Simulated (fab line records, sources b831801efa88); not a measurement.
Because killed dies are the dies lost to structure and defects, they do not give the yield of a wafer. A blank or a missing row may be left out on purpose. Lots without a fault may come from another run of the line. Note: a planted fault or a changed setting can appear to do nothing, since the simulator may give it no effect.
8D (eight disciplines) problem report, filled in by code	flow sky130	the parts of the form that need people (team, actions taken, sign-off) are left out

1. THE ISSUE
At SKY_SONOS_ONO_OXIDATION_00, spike-tc-upper-C averages 767.2 C over 6 wafers from 2 lots, while fault-free wafers read 800.2 C, standard deviation 1.1. That puts it -30 standard deviations away from the usual mean.
The step: stabilise 600 s, purge 300 s, target thk 2.6 nm.
The first sign was on wafer L449.1 at day 17 22:01, on furnace-02. At this step, 39 wafers from 13 lots have a number in the record. By rule, "out" or "out of limits" means more than 4 standard deviations away from the usual mean. The rest of the wafers with a number are treated as sound.

2. WHAT IT IS, AND WHAT IT ISN'T
question	is	is not
which readings at this step	spike-tc-upper-C, zone-power-top-pct, zone-power-upper-pct	ramp-up-c-per-min
which lots	L449, L452	L434, L435, L437, L438, L439, L440, L441, L443, L445, L451, L455
which wafers of those lots	all that have a number	-
read on which tools	furnace-02	furnace-01
when	from day 17 22:01	up to then (27 sound wafers); but 6 sound wafers of L451, L455 came after

3. THE SUSPECTS, EACH WITH WHAT RULES IT OUT
Counting: a tool at any process step up to the reading remains a suspect when it ran all the lots that are out and ran no sound lot after the first of those.
- furnace-02 at SKY_SONOS_ONO_OXIDATION_00 (stabilise 600 s, purge 300 s, target thk 2.6 nm): kept. Every lot that is out went through it, starting with L449 (day 17 22:01), and after that it ran no sound lot; the last sound lot it ran before then is L445 (day 16 03:37). Its own spike-tc-upper-C, zone-power-top-pct, zone-power-upper-pct readings are out on those wafers.
Remaining after the count: furnace-02 at SKY_SONOS_ONO_OXIDATION_00.

4. THE CAUSE (what the simulator had put in)
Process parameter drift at SKY_SONOS_ONO_OXIDATION_00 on furnace-02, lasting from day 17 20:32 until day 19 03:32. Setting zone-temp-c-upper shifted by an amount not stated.
Only this tool survived the counting.

5. SEQUENCE OF EFFECTS, ordered by route
Rows list readings where the struck wafers' mean (over those with a number) sits beyond 3 standard deviations from the usual. Scope: only readings with a usual standard deviation given in the record; hours: median across lots of the time from each lot's start at the first step in this table that gives one to its start at this step; sigmas: change in usual standard deviations.
hours	step	reading	usual	on struck wafers	change	sigmas
0	SKY_SONOS_ONO_OXIDATION_00	spike-tc-upper-C	800.2 C	767.2	-33.0	-30
0	SKY_SONOS_ONO_OXIDATION_00	zone-power-top-pct	27.8 %	33.5	+5.7	+11
0	SKY_SONOS_ONO_OXIDATION_00	zone-power-upper-pct	14.6 %	3.8	-10.8	-7.7
Process steps it contains:
- SKY_SONOS_ONO_OXIDATION_00: stabilise 600 s, purge 300 s, target thk 2.6 nm.

6. HOW IT WOULD HAVE BEEN CAUGHT EARLIER
In this record the first reading out of limits was taken at day 17 22:01, 1 hour after the fault began at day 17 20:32.
